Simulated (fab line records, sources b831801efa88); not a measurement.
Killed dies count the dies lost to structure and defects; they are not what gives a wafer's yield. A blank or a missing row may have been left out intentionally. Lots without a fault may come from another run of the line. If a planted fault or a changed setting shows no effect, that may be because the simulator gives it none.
Which tool was responsible?    flow gf180mcu    39 wafers from 13 lots sampled at 5 of the route's 602 steps

## WHAT THE GAUGES READ, wafer by wafer
GF_M4_RS_MEAS_05: measures by four-point-probe.
lot   measured      on             M4_ALCU_RS (ohm/sq)
L448  day 22 04:40  film_metro-04  0.0686 0.0690 0.0685
L449  day 22 15:56  film_metro-04  0.0697 0.0693 0.0698
L450  day 23 10:45  film_metro-01  0.0689 0.0695 0.0687
L451  day 23 20:32  film_metro-04  0.0694 0.0701 0.0695
L452  day 23 23:05  film_metro-04  0.0703 0.0694 0.0700
L453  day 24 21:24  film_metro-03  0.0692 0.0699 0.0697
L457  day 25 12:28  film_metro-03  0.0697 0.0686 0.0687
L461  day 26 21:02  film_metro-01  0.0703 0.0693 0.0691
L462  day 27 05:32  film_metro-04  0.0685 0.0682 0.0684
L464  day 27 12:20  film_metro-04  0.0692 0.0680 0.0690
L469  day 29 05:59  film_metro-04  0.0684 0.0692 0.0680
L470  day 29 13:34  film_metro-03  0.0691 0.0703 0.0705
L471  day 29 15:14  film_metro-01  0.0699 0.0697 0.0696

GF_MIM_THK_MEAS_06.
lot   measured      on             MIM_CVD_05_THK (nm)
L448  day 24 05:54  film_metro-02  41.5 41.5 42.5
L449  day 24 16:01  film_metro-02  41.4 41.7 41.5
L450  day 25 09:44  film_metro-03  41.8 42.8 42.2
L451  day 25 18:58  film_metro-04  42.1 42.9 42.3
L452  day 25 21:22  film_metro-03  41.6 41.7 42.6
L453  day 26 18:17  film_metro-03  41.8 41.8 42.7
L457  day 27 08:53  film_metro-03  43.1 42.5 42.4
L461  day 28 16:10  film_metro-02  41.7 25.7 42.4
L462  day 29 00:28  film_metro-03  25.2 41.8 41.6
L464  day 29 06:23  film_metro-04  42.0 42.3 43.2
L469  day 30 22:18  film_metro-03  41.6 42.2 42.3
L470  day 31 05:55  film_metro-04  40.6 42.0 42.1
L471  day 31 07:25  film_metro-02  42.2 42.1 42.4

GF_MIM_RS_MEAS_10: measures by four-point-probe.
lot   measured      on             MIM_ALCU_RS (ohm/sq)
L448  day 24 06:04  film_metro-03  0.1601 0.1575 0.1602
L449  day 24 16:11  film_metro-04  0.1595 0.1614 0.1601
L450  day 25 09:55  film_metro-04  0.1661 0.1612 0.1647
L451  day 25 19:07  film_metro-03  0.1606 0.1601 0.1606
L452  day 25 21:32  film_metro-04  0.1586 0.1580 0.1592
L453  day 26 18:27  film_metro-04  0.1576 0.1570 0.1574
L457  day 27 09:05  film_metro-04  0.1606 0.1599 0.1571
L461  day 28 16:19  film_metro-02  0.1602 0.1583 0.1609
L462  day 29 00:38  film_metro-03  0.1629 0.1612 0.1599
L464  day 29 06:32  film_metro-03  0.1622 0.1603 0.1610
L469  day 30 22:28  film_metro-02  0.1581 0.1599 0.1603
L470  day 31 06:04  film_metro-04  0.1597 0.1579 0.1589
L471  day 31 07:34  film_metro-04  0.1619 0.1598 0.1608

## TOOL THAT RAN EACH LOT (tool first, then ch and the chambers of the sampled wafers, then the start)
lot   GF_MIM_CVD_05                    GF_MIM_SPUTTER_08
L448  pecvd-04 ch 0,1,2, day 24 05:52  pvd_sputter-04, day 24 06:00
L449  pecvd-01 ch 0,1, day 24 15:59    pvd_sputter-04, day 24 16:07
L450  pecvd-03 ch 0,2, day 25 09:41    pvd_sputter-01, day 25 09:49
L451  pecvd-04 ch 0,1,2, day 25 18:56  pvd_sputter-04, day 25 19:04
L452  pecvd-03 ch 1,2, day 25 21:19    pvd_sputter-04, day 25 21:28
L453  pecvd-04 ch 1,2, day 26 18:16    pvd_sputter-04, day 26 18:24
L457  pecvd-01 ch 0,1,2, day 27 08:50  pvd_sputter-04, day 27 08:58
L461  pecvd-01 ch 0,2, day 28 16:07    pvd_sputter-04, day 28 16:16
L462  pecvd-01 ch 0,1,2, day 29 00:26  pvd_sputter-01, day 29 00:34
L464  pecvd-04 ch 1,2, day 29 06:21    pvd_sputter-01, day 29 06:29
L469  pecvd-04 ch 0,1,2, day 30 22:16  pvd_sputter-03, day 30 22:25
L470  pecvd-03 ch 0,2, day 31 05:53    pvd_sputter-04, day 31 06:01
L471  pecvd-04 ch 0,1,2, day 31 07:23  pvd_sputter-04, day 31 07:31
- GF_MIM_CVD_05: deposits Si3N4, target thk 42 nm, time 29.086 s.
- GF_MIM_SPUTTER_08: material AlCu, target thk 200 nm, time 10.6 s.

## AS READ BY THE TOOLS THEMSELVES (means over the sampled wafers that have a number; for cases with no such wafer, the mark the record gives instead)
GF_MIM_CVD_05.
lot   tool      heater_power_w (W)
L448  pecvd-04  629
L449  pecvd-01  626
L450  pecvd-03  603
L451  pecvd-04  655
L452  pecvd-03  780
L453  pecvd-04  612
L457  pecvd-01  652
L461  pecvd-01  562
L462  pecvd-01  649
L464  pecvd-04  575
L469  pecvd-04  670
L470  pecvd-03  641
L471  pecvd-04  671

GF_MIM_SPUTTER_08.
lot   tool            cathode_dc_power_W (W)  throttle_valve_pct (%)
L448  pvd_sputter-04  10599                   29.5
L449  pvd_sputter-04  10598                   29.0
L450  pvd_sputter-01  10601                   28.9
L451  pvd_sputter-04  10602                   30.0
L452  pvd_sputter-04  10600                   30.5
L453  pvd_sputter-04  10600                   30.1
L457  pvd_sputter-04  10599                   28.6
L461  pvd_sputter-04  10601                   30.1
L462  pvd_sputter-01  10600                   29.6
L464  pvd_sputter-01  10599                   30.2
L469  pvd_sputter-03  10599                   29.7
L470  pvd_sputter-04  10600                   29.2
L471  pvd_sputter-04  10601                   29.8

## THE ANSWER, worked out from the rows above alone
Rule: usual is defined by the lots themselves. Put in order of their means at a reading, lots are off if they are a third of the lots or fewer, leave a main group of 4 or more, and stand apart from it by a gap of 3 or more times the standard deviation of the main group's means; of several such gaps the widest counts. Not used: any main group whose means are identical at the precision the tables above print for the reading. Also off: a lot with no number at a reading for which 4 or more lots have one. Any other lot the step has rows for is counted as sound. Order of review: gauges by route order, followed by the tools' own readings, for which a lot's mean as printed above is used. The first step at which some lot is off is used, and at that step the reading that is off furthest; a lot without a number counts as furthest.
Off: L461, L462, seen at GF_MIM_THK_MEAS_06 (MIM_CVD_05_THK). For the main group the mean is 42.1 nm and the standard deviation 0.35.
A tool fits if, at a process step before that reading, it ran every lot that is off, and no sound lot after the first of them. Gauges at GF_MIM_THK_MEAS_06: tried the same way as those tools. One fits: pecvd-01 at GF_MIM_CVD_05. Its last sound lot is L457 (day 27 08:50), its first lot that is off L461 (day 28 16:07): a fault that began between those two fits.

## WHAT THE SIMULATOR HAD INSERTED
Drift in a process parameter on pecvd-01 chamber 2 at GF_MIM_CVD_05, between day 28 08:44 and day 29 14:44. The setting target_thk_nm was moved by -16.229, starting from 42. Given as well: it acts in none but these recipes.
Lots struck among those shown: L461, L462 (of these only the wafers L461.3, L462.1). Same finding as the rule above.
